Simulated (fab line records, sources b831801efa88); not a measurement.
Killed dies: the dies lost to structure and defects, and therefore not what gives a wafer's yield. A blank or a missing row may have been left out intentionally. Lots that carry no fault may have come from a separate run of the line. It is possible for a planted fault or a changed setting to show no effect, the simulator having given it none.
A struck lot beside a sound one / flow sky130 / 16 out of 708 route steps
Sound: these wafers, L899.1, L899.4, L899.5. Struck: wafer L897.4 (L897.1, L897.5, from the same lot, were not struck and are left out); the cause is given at the end.
For every step that has rows: the tool of each side, followed by ch and its chambers, followed by its first start. Under that, the readings that differ: sound wafers / struck wafers / difference of the means / sigmas: that difference in standard deviations of wafers without a fault.
alike: same words and numbers on both sides, and readings whose means sit less than 2 such deviations apart. not compared: any withheld reading, any reading some wafer has no value for, any bound like >300 that may hide the same value, and any number with overlapping values for which the record gives no deviation.
The two part at a step that has a row with sigmas, a row that says differs or no value, or rows on one side only. Numbers that have no deviation but don't overlap get no sigmas and don't part them. A reading missing from all wafers of one side parts the sides only when that side holds two or more wafers.

SKY_NWELL_OVL_MEAS_10:
  sound on overlay-02, day 9 23:02; struck on overlay-02, day 9 07:46
  alike: NWELL_00_OVL
then, 3 steps without rows for these wafers: SKY_NWELL_IMPLANT_11; SKY_NWELL_IMPLANT_12; SKY_NWELL_IMPLANT_13.
SKY_NWELL_STRIP_14: strips in O2/N2.
  sound on plasma asher-04 ch 0, day 9 23:32; struck on plasma asher-01 ch 1, day 9 08:15
  alike: drypump motor current A, oes product au, strip time to endpoint s
  not compared: rf hours counter h
SKY_NWELL_TW_MEAS_15:
  sound on film metro-02, day 9 23:38; struck on film metro-01, day 9 08:21
  alike: NWELL_TW
then, 6 steps without rows for these wafers: SKY_NWELL_DEHYDRATE_16 (time 60 s); SKY_NWELL_HMDS_17 (prime time 60 s); SKY_NWELL_COAT_18 (resist thk 3000 nm); SKY_NWELL_SOFTBAKE_19; SKY_NWELL_EXPOSE_20 (exposes mask NWM COMPLEMENT, target cd 840 nm); SKY_NWELL_PEB_21.
SKY_NWELL_DEVELOP_22: develop time 60 s.
  sound on litho track-04 ch 0, day 10 21:00; struck on litho track-01 ch 0, day 10 07:00
SKY_NWELL_OVL_MEAS_23:
  sound on overlay-01, day 10 21:43; struck on overlay-02, day 10 07:28
  not compared: NWELL_01_OVL
then, 1 step without rows for these wafers: SKY_NWELL_IMPLANT_24.
-- the record jumps here: 41 days lie between the struck wafers' starts before and after (it left off in module NWELL and takes up again in module PAD_OPEN, whose first step shown is number 708 of the route) --
SKY_PAD_OPEN_PROBE_99:
  record: rows for the struck wafers here (prober-02, day 51 05:02), none for the sound ones

## WHERE THEY PART
At SKY_PAD_OPEN_PROBE_99 and nowhere else, as far as this record goes.

WHY: the cause the simulator had injected
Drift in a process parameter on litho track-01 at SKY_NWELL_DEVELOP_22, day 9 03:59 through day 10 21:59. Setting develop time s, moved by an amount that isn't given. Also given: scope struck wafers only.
